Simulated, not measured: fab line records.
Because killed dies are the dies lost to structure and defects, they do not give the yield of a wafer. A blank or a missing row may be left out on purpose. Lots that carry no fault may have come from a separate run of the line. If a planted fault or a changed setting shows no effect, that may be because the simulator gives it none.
fab line records	flow sky130
record lots=11	wafers=32	lastDay=50
route steps=708 shown VT_ADJUST_HVTR@141 LDD_P@265 POLY_CUT@317 VIA4@660 PAD_OPEN@708
lots that met no fault: taken from a fault-free run of the same line
startH: the number of hours between the record's first day and the start of the first shown wafer of the lot	waitH: hours from the lot's prior step to this one	" identical to the entry in the row above	L1.1+2: a single row standing in for several wafers	- no value, or no start was given	* or withheld: withheld	< > ~ a bound
route shown NAME@n: NAME is a module with steps in the file, n the number in the route of the first one	usual: average and standard deviation across the fault-free wafers	same: alike in all rows	chamber/n: place in a boat	sites: each site's reading	_std_site: the values' standard deviation	_edge_site: inner sites' mean taken away from outer sites' mean	radiusMm: how far each site lies from the wafer's centre	mask NAME#n: copy n	behind: the most recent tool/chamber to have shaped the wafer	hold: the reason the lot was held/the length of the hold in hours/how it ended	device: the transistor (n, p or np) that didn't switch	end of line: the same wafers' tests at the end of the route	a step without rows: its recipe alone	killed: dies lost to structure and defects at the first sort, not the wafer's yield	map: a wafer's dies, x killed, . not, _ none there
set.NAME: the run value of the setting; set.NAME@STEP: its run value at that earlier step	model.NAME: the simulator's own value behind a step, which no gauge read
the route's steps for a sample of lots (tables are steps, rows are wafers)
services: the hour from which a tool's chamber was out of use, counted from the record's first day as startH (under 0 if before that day), plus the number of hours and why
## steps
# step SKY_VT_ADJUST_HVTR_STRIP_10
# recipe chemistry=O2/N2	powerW=1400	pressureMtorr=1500	platenTempC=withheld	o2FlowSccm=3000	n2FlowSccm=300	overashFraction=0.5
# usual drypumpMotorCurrentA=5.7/0.41	oesProductAu=0.715/0.0044	stripTimeToEndpointS=14.18/0.038
lot.wafer	tool	chamber	startH	waitH	drypumpMotorCurrentA	oesProductAu	rfHoursCounterH	stripTimeToEndpointS
L424.2	plasmaAsher-02	0	196.56	0.1	5.4	0.710	50	14.15
L424.3	"	1	"	"	5.5	0.719	-	14.16
L424.6	"	1	"	"	5.5	0.717	-	14.20
L425.1	plasmaAsher-01	0	204.18	0.1	5.7	0.717	40	14.23
L425.5	"	1	"	"	5.9	0.715	-	14.19
L425.6	"	0	"	"	5.7	0.714	-	14.18
L427.1	plasmaAsher-02	0	218.41	0.1	5.4	0.715	52	14.17
L427.3	"	1	"	"	5.4	0.703	-	14.20
L427.6	"	0	"	"	5.4	0.717	-	14.14
L428.1	plasmaAsher-01	1	227.38	0.1	5.9	0.711	42	14.22
L428.4	"	0	"	"	5.7	0.722	-	14.18
L428.6	"	1	"	"	5.9	0.720	-	14.17
L430.1	plasmaAsher-01	1	254.69	0.1	5.9	0.709	45	14.20
L430.3	"	0	"	"	5.7	0.715	-	14.22
L430.6	"	0	"	"	5.7	0.715	-	14.25
L433.1	plasmaAsher-01	1	281.38	0.1	5.9	0.716	48	14.20
L433.5	"	1	"	"	5.9	0.721	-	14.20
L433.6	"	0	"	"	5.7	0.714	-	14.17
L432.3	plasmaAsher-04	0	282.10	0.1	6.6	0.722	-	14.25
L432.4	"	1	"	"	5.4	0.720	-	14.19
L432.5	"	1	"	"	5.4	0.717	-	14.20
L443.2	plasmaAsher-04	1	340.38	0.1	5.4	0.713	21	14.16
L443.6	"	0	"	"	6.6	0.719	-	14.17
L445.2	plasmaAsher-02	1	361.91	0.1	5.5	0.714	67	14.09
L445.3	"	0	"	"	5.4	0.719	-	14.13
L445.6	"	1	"	"	5.5	0.719	-	14.18
L446.3	plasmaAsher-02	0	365.70	0.1	5.4	0.723	-	14.15
L446.4	"	1	"	"	5.5	0.711	-	14.17
L446.5	"	1	"	"	5.5	0.717	-	14.15
L447.1	plasmaAsher-02	1	369.41	0.1	5.5	0.717	68	14.11
L447.4	"	1	"	"	5.5	0.712	-	14.09
L447.6	"	1	"	"	5.5	0.718	-	14.11
# step SKY_LDD_P_STRIP_10
# recipe chemistry=O2/N2	powerW=1400	pressureMtorr=1500	platenTempC=withheld	o2FlowSccm=3000	n2FlowSccm=300	overashFraction=0.5
# usual drypumpMotorCurrentA=5.7/0.42	oesProductAu=0.716/0.0046	stripTimeToEndpointS=14.18/0.041
lot.wafer	tool	chamber	startH	waitH	drypumpMotorCurrentA	oesProductAu	rfHoursCounterH	stripTimeToEndpointS
L425.1	plasmaAsher-03	1	444.63	0.1	5.6	0.708	2	14.15
L425.5	"	1	"	"	5.6	0.720	-	14.17
L425.6	"	0	"	"	6.0	0.719	-	14.15
L424.2	plasmaAsher-03	0	446.63	0.1	6.0	0.718	2	14.20
L424.3	"	0	"	"	6.1	0.710	-	14.20
L424.6	"	1	"	"	5.7	0.714	-	14.17
L428.1	plasmaAsher-03	0	478.23	0.1	6.1	0.716	5	14.18
L428.4	"	1	"	"	5.6	0.720	-	14.20
L428.6	"	0	"	"	6.0	0.714	-	14.21
L427.1	plasmaAsher-02	0	478.53	0.1	5.4	0.714	80	14.18
L427.3	"	0	"	"	5.4	0.723	-	14.21
L427.6	"	0	"	"	5.4	0.712	-	14.18
L430.1	plasmaAsher-03	1	515.97	0.1	5.6	0.717	9	14.14
L430.3	"	0	"	"	6.0	0.714	-	14.18
L430.6	"	1	"	"	5.6	0.716	-	14.09
L433.1	plasmaAsher-02	1	536.02	0.1	5.5	0.718	85	14.19
L433.5	"	0	"	"	5.4	0.714	-	14.20
L433.6	"	1	"	"	5.5	0.723	-	14.17
L432.3	plasmaAsher-02	0	538.69	0.1	5.3	0.708	-	14.19
L432.4	"	1	"	"	5.5	0.713	-	14.23
L432.5	"	1	"	"	5.5	0.723	-	14.16
L443.2	plasmaAsher-02	1	596.61	0.1	5.5	0.710	91	14.10
L443.6	"	1	"	"	5.5	0.720	-	14.12
L445.2	plasmaAsher-04	1	617.62	0.1	5.4	0.719	43	14.16
L445.3	"	1	"	"	5.4	0.715	-	14.20
L445.6	"	0	"	"	6.6	0.718	-	14.18
L447.1	plasmaAsher-02	0	624.96	0.1	5.3	0.711	93	14.12
L447.4	"	0	"	"	5.3	0.713	-	14.14
L447.6	"	1	"	"	5.5	0.714	-	14.18
L446.3	plasmaAsher-04	0	627.16	0.1	6.6	0.724	-	14.21
L446.4	"	1	"	"	5.4	0.707	-	14.20
L446.5	"	0	"	"	6.6	0.718	-	14.24
# step SKY_POLY_CUT_ETCH_10
# recipe chemistry=N2/H2	target=BARC	ionEnergyEv=200	sourceW=500	biasW=100	pressureMtorr=30	n2FlowSccm=100	h2FlowSccm=200	stopOn=SiO2	timeS=45.9	targetDepthA=600
# usual drypumpMotorCurrentA=5.6/0.33	oesProductAu=0.855/0.0045	rfFwdPowerW=495.0/2.1	throttleValvePct=13.226/0.0079
# same timeS=45.9
lot.wafer	tool	chamber	startH	waitH	drypumpMotorCurrentA	oesProductAu	rfFwdPowerW	rfHoursCounterH	throttleValvePct
L425.1	rieDiel-04	1	569.93	0.0	5.6	0.852	497.5	13	13.235
L425.5	"	0	"	"	5.8	0.846	494.5	-	13.232
L425.6	"	1	"	"	5.6	0.857	497.2	-	13.223
L424.2	rieDiel-04	1	573.96	0.0	5.6	0.854	494.2	13	13.216
L424.3	"	0	"	"	5.7	0.857	495.5	7	13.224
L424.6	"	2	"	"	5.5	0.853	495.3	-	13.218
L427.1	rieDiel-03	0	601.46	0.0	5.7	0.860	494.0	24	13.214
L427.3	"	3	"	"	6.2	0.847	493.6	15	13.229
L427.6	"	0	"	"	5.6	0.853	494.4	-	13.226
L428.1	rieDiel-04	3	601.58	0.0	5.9	0.847	496.8	5	13.227
L428.4	"	3	"	"	5.9	0.860	497.7	-	13.234
L428.6	"	2	"	"	5.6	0.850	494.7	-	13.210
L430.1	rieDiel-03	3	634.83	0.0	6.3	0.854	497.9	16	13.229
L430.3	"	2	"	"	5.0	0.857	490.2	18	13.230
L430.6	"	3	"	"	6.3	0.850	497.7	-	13.226
L433.1	rieDiel-02	1	655.08	0.0	5.7	0.860	492.1	14	13.237
L433.5	"	1	"	"	5.7	0.861	493.4	-	13.230
L433.6	"	0	"	"	5.6	0.855	493.3	-	13.228
L432.3	rieDiel-02	1	658.15	0.0	5.7	0.859	496.7	14	13.229
L432.4	"	3	"	"	5.2	0.848	496.1	1	13.236
L432.5	"	1	"	"	5.7	0.858	496.2	-	13.226
L443.2	rieDiel-03	0	714.92	0.0	5.6	0.859	491.9	27	13.231
L443.6	"	0	"	"	5.6	0.848	493.3	-	13.222
L445.2	rieDiel-03	0	733.98	0.0	5.7	0.854	491.7	28	13.231
L445.3	"	1	"	"	5.9	0.849	496.2	12	13.223
L445.6	"	1	"	"	5.9	0.854	498.8	-	13.225
L447.1	rieDiel-03	0	740.31	0.0	5.6	0.852	495.0	28	13.236
L447.4	"	2	"	"	5.0	0.856	491.3	21	13.228
L447.6	"	1	"	"	5.9	0.854	497.2	-	13.229
L446.3	rieDiel-02	3	741.61	0.0	5.2	0.857	496.8	3	13.216
L446.4	"	1	"	"	5.7	0.852	496.3	17	13.230
L446.5	"	0	"	"	5.6	0.857	498.7	-	13.229
# step SKY_VIA4_CMP_21
# recipe stopOn=SiO2	tOverpolishS=25	downForcePsi=3.5	platenRpm=60	targetThkNm=0	padVelocityMS=0.94248
# usual motorCurrentA=10.8/1.1	overpolishRunS=24.999/0.0085	platenRpm=60.00/0.043	timeToEndpointS=120/6.5
# same tOverpolishS=25
lot.wafer	tool	chamber	startH	waitH	motorCurrentA	overpolishRunS	platenRpm	timeToEndpointS
L425.1	cmp-02	0	1017.56	0.1	10.5	24.998	59.99	131
L425.5	"	3	"	"	10.4	25.006	59.99	129
L425.6	"	0	"	"	10.6	24.991	60.04	135
L424.3	cmp-02	2	1021.27	0.0	11.9	24.999	60.03	122
L424.2	"	3	"	"	10.3	25.009	59.95	126
L424.6	"	2	"	"	11.9	25.003	60.04	120
L427.3	cmp-01	2	1042.16	0.1	12.0	24.991	60.02	118
L427.1	"	3	"	"	12.2	25.001	59.98	112
L427.6	"	1	"	"	10.5	24.997	59.99	119
L428.4	cmp-02	0	1043.21	0.1	10.7	25.010	60.04	130
L428.1	"	2	"	"	10.9	24.997	60.08	114
L428.6	"	3	"	"	10.5	24.991	59.99	128
L430.3	cmp-02	0	1069.88	0.2	11.0	24.997	59.97	129
L430.1	"	1	"	"	9.1	25.012	60.05	117
L430.6	"	3	"	"	10.6	25.003	59.96	125
L433.1	cmp-01	3	1079.30	0.2	13.0	24.988	59.99	115
L433.6	"	0	"	"	9.8	25.012	59.97	114
L433.5	"	1	"	"	10.3	24.996	60.05	130
L432.3	cmp-01	0	1081.09	0.1	10.0	25.008	59.98	114
L432.4	"	2	"	"	11.8	24.992	60.05	120
L432.5	"	0	"	"	9.9	25.000	60.01	114
L443.2	cmp-02	2	1125.26	0.1	11.3	25.013	59.93	115
L443.6	"	0	"	"	10.0	0.039	59.86	190
L445.3	cmp-02	0	1139.17	0.5	10.6	0.024	60.03	191
L445.2	"	2	"	"	11.5	24.995	60.01	115
L445.6	"	3	"	"	10.5	0.035	60.02	192
L447.4	cmp-01	3	1143.00	0.0	12.9	25.014	59.99	118
L447.1	"	0	"	"	9.7	25.011	60.09	112
L447.6	"	0	"	"	9.5	24.988	60.05	116
L446.3	cmp-01	2	1143.90	0.1	11.6	25.011	60.00	119
L446.4	"	3	"	"	12.7	24.993	59.95	119
L446.5	"	1	"	"	11.5	25.007	60.02	127
# step SKY_PAD_OPEN_PROBE_99
# usual defectLimitedYield=82.5/2	killed_at_M0_to_M3=44/7.7	killed_at_M4_up=3.0/1.9	killedAtContacts=25/5.6	killedAtFrontEnd=15/4.6	killedAtOther=0.3/0.47	killedDies=86/9.9	killedOnRim=17/3.6	killedOpen=47/7.4	killedShort=39/5.9	sort_bin_3_pad_short=0.8/0.37	sort_bin_5_function=10.4/1.5	sort_bin_6_memory=6.3/1	sortNPass=406/9.9	sortYieldPct=82.5/2
# same grossDies=492	killedAtBackSide=0	sort_bin_4_leakage[%]=0	sort_bin_8_speed[%]=0
lot.wafer	tool	chamber	startH	waitH	hold	defectLimitedYield[%]	killed_at_M0_to_M3	killed_at_M4_up	killedAtContacts	killedAtFrontEnd	killedAtOther	killedDies	killedOnRim	killedOpen	killedShort	sort_bin_3_pad_short[%]	sort_bin_5_function[%]	sort_bin_6_memory[%]	sortNPass	sortYieldPct[%]
L425.1	prober-02	-	1086.90	0.1	-	80.7	44	0	33	17	1	95	24	54	41	1.2	10.8	7.3	397	80.7
L425.5	prober-02	-	1087.10	0.2	-	82.1	46	1	26	15	0	88	22	51	37	0.6	11.8	5.5	404	82.1
L425.6	prober-02	-	1087.15	0.2	-	81.9	49	4	26	10	0	89	22	47	42	1.4	11.4	5.3	403	81.9
L424.2	prober-02	-	1091.90	0.1	-	81.5	49	4	31	7	0	91	16	51	40	1.4	10.6	6.5	401	81.5
L424.3	prober-02	-	1091.95	0.2	-	83.9	37	2	22	17	1	79	11	35	44	1.4	9.3	5.3	413	83.9
L424.6	prober-02	-	1092.10	0.2	-	80.7	54	1	26	13	1	95	12	58	37	0.8	11.8	6.7	397	80.7
L427.1	prober-02	-	1109.12	0.1	-	82.1	40	4	34	10	0	88	24	49	39	0.6	10.8	6.5	404	82.1
L427.3	prober-02	-	1109.22	0.2	-	81.3	50	5	22	15	0	92	17	51	41	1.2	11.4	6.1	400	81.3
L427.6	prober-02	-	1109.37	0.2	-	79.1	49	6	32	16	0	103	21	59	44	1.2	11.8	7.9	389	79.1
L428.1	prober-01	-	1110.24	0.1	-	78.7	57	2	30	16	0	105	24	62	43	0.6	13.0	7.7	387	78.7
L428.4	prober-01	-	1110.39	0.2	-	82.5	48	0	26	11	1	86	16	46	40	0.6	10.6	6.3	406	82.5
L428.6	prober-01	-	1110.49	0.2	-	79.5	55	5	24	16	1	101	24	59	42	1.0	13.0	6.5	391	79.5
L430.1	prober-01	-	1135.26	0.1	-	80.9	54	4	18	17	1	94	16	50	44	0.4	11.4	7.3	398	80.9
L430.3	prober-01	-	1135.36	0.2	-	80.1	57	3	24	13	1	98	15	49	49	0.6	13.6	5.7	394	80.1
L430.6	prober-01	-	1135.51	0.2	-	82.9	43	2	30	9	0	84	15	43	41	0.4	10.8	5.9	408	82.9
L433.1	prober-02	-	1143.96	0.1	-	79.5	56	6	18	21	0	101	16	65	36	0.6	11.4	8.5	391	79.5
L433.5	prober-02	-	1144.16	0.2	-	80.3	54	3	23	16	1	97	22	55	42	1.0	11.2	7.5	395	80.3
L433.6	prober-02	-	1144.21	0.2	-	83.3	53	0	17	12	0	82	13	38	44	0.6	10.6	5.5	410	83.3
L432.3	prober-01	-	1144.88	0.2	-	82.3	48	2	21	16	0	87	26	53	34	1.0	10.6	6.1	405	82.3
L432.4	prober-01	-	1144.93	0.2	-	83.5	36	2	22	21	0	81	17	52	29	0.6	9.6	6.3	411	83.5
L432.5	prober-01	-	1144.98	0.2	-	82.7	45	3	22	14	1	85	18	51	34	0.6	10.6	6.1	407	82.7
L443.2	prober-01	-	1183.06	0.1	awaitDispo/6.0h/release	82.3	39	2	28	18	0	87	16	45	42	0.8	10.6	6.3	405	82.3
L443.6	prober-01	-	1183.26	0.2	awaitDispo/6.0h/release	0	43	420	14	15	0	492	96	39	35	86.6	8.3	5.1	0	0
L445.2	prober-01	-	1195.17	0.1	awaitDispo/1.1h/release	85.2	37	2	26	7	1	73	14	42	31	0.6	9.3	4.9	419	85.2
L445.3	prober-01	-	1195.22	0.2	awaitDispo/1.1h/release	0	51	402	22	17	0	492	96	50	41	82.1	10.0	7.9	0	0
L445.6	prober-01	-	1195.37	0.2	awaitDispo/1.1h/release	0	37	416	26	13	0	492	96	49	33	83.9	9.8	6.3	0	0
# killed by level:class
L425.1 CONTACT:geometricParticle:open=14 LI_CONTACT:geometricParticle:open=9 METAL2:geometricParticle:short=8 CONTACT:geometricParticle:short=7 VIA1:geometricParticle:open=7 POLY_GATE:geometricParticle:open=6 VIA1:geometricParticle:short=5 VIA2:geometricParticle:open=5
L425.5 VIA1:geometricParticle:open=15 LI_CONTACT:geometricParticle:open=7 POLY_GATE:geometricParticle:open=6 CONTACT:geometricParticle:open=6 METAL1:geometricParticle:short=6 VIA3:geometricParticle:open=6 CONTACT:geometricParticle:short=5 VIA2:geometricParticle:open=5
L425.6 METAL1:geometricParticle:short=11 VIA2:geometricParticle:open=9 CONTACT:geometricParticle:open=7 LOCAL_INTERCONNECT:geometricParticle:short=6 VIA3:geometricParticle:open=6 POLY_GATE:geometricParticle:open=5 LI_CONTACT:geometricParticle:open=5 VIA1:geometricParticle:open=5
L424.2 CONTACT:geometricParticle:open=10 VIA3:geometricParticle:open=9 LI_CONTACT:geometricParticle:open=8 VIA2:geometricParticle:open=8 METAL1:geometricParticle:short=7 LOCAL_INTERCONNECT:geometricParticle:short=7 VIA1:geometricParticle:open=6 METAL2:geometricParticle:short=4
L424.3 VIA1:geometricParticle:open=8 VIA3:geometricParticle:open=8 FIELD_ISO:geometricParticle:short=6 LI_CONTACT:geometricParticle:open=6 LOCAL_INTERCONNECT:geometricParticle:short=6 VIA1:geometricParticle:short=6 METAL1:geometricParticle:short=5 FIELD_ISO:geometricParticle:open=4
L424.6 VIA1:geometricParticle:open=13 CONTACT:geometricParticle:open=11 VIA3:geometricParticle:open=8 LI_CONTACT:geometricParticle:open=7 VIA1:geometricParticle:short=7 VIA2:geometricParticle:open=6 METAL1:geometricParticle:short=5 CONTACT:geometricParticle:short=4
L427.1 LI_CONTACT:geometricParticle:open=10 CONTACT:geometricParticle:open=10 VIA1:geometricParticle:open=8 VIA3:geometricParticle:open=8 LOCAL_INTERCONNECT:geometricParticle:short=7 VIA2:geometricParticle:open=5 LI_CONTACT:geometricParticle:short=4 METAL1:geometricParticle:short=4
L427.3 VIA2:geometricParticle:open=14 CONTACT:geometricParticle:open=9 VIA1:geometricParticle:open=8 METAL2:geometricParticle:short=8 LI_CONTACT:geometricParticle:open=7 VIA2:geometricParticle:short=5 VIA3:geometricParticle:open=5 METAL4:geometricParticle:short=5
L427.6 LI_CONTACT:geometricParticle:open=10 CONTACT:geometricParticle:open=9 VIA1:geometricParticle:open=9 VIA3:geometricParticle:open=8 VIA1:geometricParticle:short=8 METAL1:geometricParticle:short=5 FIELD_ISO:geometricParticle:open=4 POLY_GATE:geometricParticle:short=4
L428.1 VIA1:geometricParticle:open=13 VIA2:geometricParticle:open=11 LI_CONTACT:geometricParticle:open=9 CONTACT:geometricParticle:open=8 LOCAL_INTERCONNECT:geometricParticle:short=6 METAL2:geometricParticle:short=6 VIA3:geometricParticle:open=6 FIELD_ISO:geometricParticle:short=5
L428.4 VIA1:geometricParticle:open=14 CONTACT:geometricParticle:open=11 METAL2:geometricParticle:short=7 VIA3:geometricParticle:open=6 LOCAL_INTERCONNECT:geometricParticle:short=6 METAL1:geometricParticle:short=5 FIELD_ISO:geometricParticle:open=4 VIA1:geometricParticle:short=4
L428.6 VIA1:geometricParticle:open=14 CONTACT:geometricParticle:open=10 METAL1:geometricParticle:short=8 VIA2:geometricParticle:open=7 VIA3:geometricParticle:open=7 VIA1:geometricParticle:short=5 LI_CONTACT:geometricParticle:short=4 METAL2:geometricParticle:short=4
L430.1 VIA1:geometricParticle:open=13 CONTACT:geometricParticle:short=8 METAL2:geometricParticle:short=7 VIA2:geometricParticle:open=7 CONTACT:geometricParticle:open=6 VIA3:geometricParticle:open=6 POLY_GATE:geometricParticle:open=5 METAL3:geometricParticle:short=5
L430.3 VIA1:geometricParticle:open=12 LI_CONTACT:geometricParticle:open=9 METAL2:geometricParticle:short=7 VIA2:geometricParticle:open=7 POLY_GATE:geometricParticle:short=6 VIA3:geometricParticle:open=6 VIA1:geometricParticle:short=5 CONTACT:geometricParticle:open=5
L430.6 CONTACT:geometricParticle:open=10 LI_CONTACT:geometricParticle:open=9 VIA1:geometricParticle:short=8 VIA1:geometricParticle:open=7 CONTACT:geometricParticle:short=5 METAL1:geometricParticle:short=4 METAL2:geometricParticle:short=4 VIA2:geometricParticle:open=4
L433.1 VIA1:geometricParticle:open=13 VIA2:geometricParticle:open=10 CONTACT:geometricParticle:open=9 METAL1:geometricParticle:short=7 VIA3:geometricParticle:open=7 POLY_GATE:geometricParticle:open=6 VIA1:geometricParticle:short=6 METAL2:geometricParticle:short=6
L433.5 VIA1:geometricParticle:open=15 CONTACT:geometricParticle:open=11 VIA2:geometricParticle:open=8 FIELD_ISO:geometricParticle:short=6 METAL1:geometricParticle:short=6 FIELD_ISO:geometricParticle:open=5 VIA1:geometricParticle:short=5 METAL2:geometricParticle:short=5
L433.6 METAL1:geometricParticle:short=9 VIA1:geometricParticle:open=8 CONTACT:geometricParticle:open=7 LI_CONTACT:geometricParticle:open=7 VIA3:geometricParticle:open=7 VIA3:geometricParticle:short=6 VIA2:geometricParticle:open=5 METAL3:geometricParticle:short=5
L432.3 CONTACT:geometricParticle:open=10 METAL2:geometricParticle:short=9 LI_CONTACT:geometricParticle:open=8 VIA1:geometricParticle:open=8 VIA3:geometricParticle:open=8 VIA2:geometricParticle:open=5 FIELD_ISO:geometricParticle:short=4 METAL1:geometricParticle:short=4
L432.4 VIA1:geometricParticle:open=12 LI_CONTACT:geometricParticle:open=8 CONTACT:geometricParticle:open=8 POLY_GATE:geometricParticle:short=6 FIELD_ISO:geometricParticle:open=5 POLY_GATE:geometricParticle:open=5 VIA2:geometricParticle:open=5 VIA3:geometricParticle:open=5
L432.5 VIA1:geometricParticle:open=14 VIA3:geometricParticle:open=9 CONTACT:geometricParticle:open=8 CONTACT:geometricParticle:short=5 METAL2:geometricParticle:short=5 FIELD_ISO:geometricParticle:short=4 METAL1:geometricParticle:short=4 LI_CONTACT:geometricParticle:open=4
L443.2 LI_CONTACT:geometricParticle:open=8 CONTACT:geometricParticle:open=7 VIA3:geometricParticle:open=6 VIA1:geometricParticle:open=6 LI_CONTACT:geometricParticle:short=5 METAL2:geometricParticle:short=5 FIELD_ISO:geometricParticle:short=4 POLY_GATE:geometricParticle:open=4
L443.6 VIA4:areaCmp=418 VIA3:geometricParticle:open=9 METAL1:geometricParticle:short=8 LI_CONTACT:geometricParticle:open=7 VIA2:geometricParticle:open=7 FIELD_ISO:geometricParticle:short=5 CONTACT:geometricParticle:open=5 VIA1:geometricParticle:open=5
L445.2 LI_CONTACT:geometricParticle:open=11 VIA1:geometricParticle:open=9 CONTACT:geometricParticle:open=6 CONTACT:geometricParticle:short=5 VIA1:geometricParticle:short=5 VIA2:geometricParticle:short=4 VIA2:geometricParticle:open=4 FIELD_ISO:geometricParticle:open=3
L445.3 VIA4:areaCmp=401 LI_CONTACT:geometricParticle:open=9 VIA1:geometricParticle:open=9 VIA2:geometricParticle:open=7 FIELD_ISO:geometricParticle:short=6 CONTACT:geometricParticle:open=6 VIA3:geometricParticle:short=6 POLY_GATE:geometricParticle:open=5
L445.6 VIA4:areaCmp=410 VIA1:geometricParticle:open=10 VIA2:geometricParticle:open=8 CONTACT:geometricParticle:short=7 CONTACT:geometricParticle:open=7 LI_CONTACT:geometricParticle:open=5 METAL4:geometricParticle:short=5 FIELD_ISO:geometricParticle:open=4
## services
tool	chamber	startH	hours	kind
cmp-02	-	194.46	6.2	repair
cmp-02	-	213.78	2.6	repair
cmp-02	-	231.54	5.3	pm
cmp-02	-	257.56	0.2	repair
plasmaAsher-02	-	270.61	8.5	repair
cmp-02	-	404.16	4.0	pm
cmp-02	-	414.72	11.1	pm
cmp-02	-	454.38	2.6	repair
cmp-02	-	467.49	2.8	repair
cmp-02	-	600.72	4.6	pm
plasmaAsher-02	-	657.29	1.4	repair
cmp-02	-	705.36	5.2	pm
cmp-02	-	722.75	2.5	repair
plasmaAsher-02	-	733.75	9.0	pm
cmp-02	-	744.16	4.0	pm
cmp-02	-	819.59	3.8	repair
plasmaAsher-02	-	907.00	2.8	pm
plasmaAsher-02	-	932.49	1.5	repair
plasmaAsher-02	-	937.08	7.5	repair
cmp-02	-	956.98	1.0	repair
cmp-02	-	969.54	4.3	pm
plasmaAsher-02	-	1037.57	1.5	repair
plasmaAsher-02	-	1060.96	24.7	pm
plasmaAsher-02	-	1140.78	0.4	repair
## key
firstSign step=SKY_VIA4_CMP_21	reading=overpolishRunS	direction=down	sigmas=99+	usual=24.999	struck=0.033
effect step=SKY_VIA4_CMP_21	reading=timeToEndpointS	direction=up	sigmas=11	usual=*	struck=*
effect step=SKY_PAD_OPEN_PROBE_99	reading=sort_bin_3_pad_short	direction=up	sigmas=99+	usual=0.8	struck=84.2
moreKillsBornAt SKY_VIA4_CMP_21@cmp-02=1229
metAt SKY_VIA4_CMP_21
struckLots L443,L445
struckWafers L443.6,L445.3,L445.6
laterRowsLeftOut L443.6,L445.3,L445.6
notActingAt SKY_VT_ADJUST_HVTR_STRIP_10,SKY_LDD_P_STRIP_10,SKY_POLY_CUT_ETCH_10
onsetBetween 1069.88 1125.26
fault kind=processParameterDrift	tool=cmp-02	chamber=-	onsetH=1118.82	steps=SKY_VIA4_CMP_21	channel=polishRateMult	offset=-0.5	shape=step	endH=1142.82	scope=struckWafersOnly
# laterRowsLeftOut: the simulator's readings of these wafers behind a module that went badly wrong aren't trusted and aren't shown, but for the sort
